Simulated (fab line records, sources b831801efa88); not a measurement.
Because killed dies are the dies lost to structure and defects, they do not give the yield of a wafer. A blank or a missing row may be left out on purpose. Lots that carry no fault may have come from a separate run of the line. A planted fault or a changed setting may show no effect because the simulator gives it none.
Which tool did it? | flow sky130 | 45 wafers sampled from 15 lots at 1 step of a route of 708

## WHAT THE GAUGES READ, wafer by wafer
The record lacks any reading of a measuring or inspecting step that a usual standard deviation could be used to judge.

## WHAT TOOL EACH LOT RAN ON (gives the tool, then ch and the chambers of the sampled wafers, and finally the start)
lot  | SKY_FIELD_ISO_WET_ETCH_30
L506 | wet_bench-02 ch 0, day 2 18:36
L507 | wet_bench-02 ch 3, day 2 22:35
L509 | wet_bench-02 ch 3, day 3 12:32
L510 | wet_bench-01 ch 0, day 4 01:43
L512 | wet_bench-01 ch 1, day 4 07:00
L513 | wet_bench-02 ch 2, day 4 11:23
L514 | wet_bench-02 ch 2, day 4 17:05
L515 | wet_bench-01 ch 2, day 4 22:21
L516 | wet_bench-01 ch 2, day 4 22:21
L518 | wet_bench-02 ch 0, day 5 10:40
L519 | wet_bench-01 ch 3, day 5 15:02
L520 | wet_bench-02 ch 1, day 5 17:04
L526 | wet_bench-02 ch 0, day 7 05:19
L527 | wet_bench-02 ch 0, day 7 05:19
L528 | wet_bench-02 ch 0, day 7 11:10
- SKY_FIELD_ISO_WET_ETCH_30: etches SiO2 in dHF, target depth 25 nm, time 50 s.

## AS READ BY THE TOOLS THEMSELVES (means over the sampled wafers that have a number; for cases with no such wafer, the mark the record gives instead)
SKY_FIELD_ISO_WET_ETCH_30.
lot  | tool         | bath_heat_duty_pct (%) | run_length_s (s)
L506 | wet_bench-02 | 6.0                    | 82
L507 | wet_bench-02 | 7.5                    | 83
L509 | wet_bench-02 | 7.4                    | 83
L510 | wet_bench-01 | 5.7                    | 75
L512 | wet_bench-01 | 5.6                    | 82
L513 | wet_bench-02 | 7.3                    | 76
L514 | wet_bench-02 | 7.1                    | 75
L515 | wet_bench-01 | 5.7                    | 79
L516 | wet_bench-01 | 6.0                    | 77
L518 | wet_bench-02 | -                      | -
L519 | wet_bench-01 | -                      | -
L520 | wet_bench-02 | -                      | -
L526 | wet_bench-02 | 7.0                    | 81
L527 | wet_bench-02 | 6.6                    | 81
L528 | wet_bench-02 | 6.4                    | 81

## THE ANSWER, worked out from the rows above alone
Rule: the lots themselves supply what counts as usual. The widest of any qualifying gaps counts: lots, ordered by their means at a reading, are off when they make up no more than a third of the lots, leave a main group of 4 or more, and stand apart from it by 3 or more times the standard deviation of that group's means. Not used: any main group whose means are identical at the precision the tables above print for the reading. A lot without any number at a reading at which 4 lots or more have one is off too. Where the step has rows for the other lots, those lots are counted as sound. Order of review: gauges by route order, followed by the tools' own readings, for which a lot's mean as printed above is used. At the first step where some lot is off, the reading lying furthest off is the one used; lots without a number count as furthest.
Off, at SKY_FIELD_ISO_WET_ETCH_30 on bath_heat_duty_pct: L518, L519, L520. Without a number there: L518, L519, L520. For the main group the mean is 6.5 % and the standard deviation 0.69.
A tool fits if, at that step or a process step before it, it ran every lot that is off, and no sound lot after the first of them. Not one of the candidates tried fits.

## WHAT THE SIMULATOR HAD PUT IN
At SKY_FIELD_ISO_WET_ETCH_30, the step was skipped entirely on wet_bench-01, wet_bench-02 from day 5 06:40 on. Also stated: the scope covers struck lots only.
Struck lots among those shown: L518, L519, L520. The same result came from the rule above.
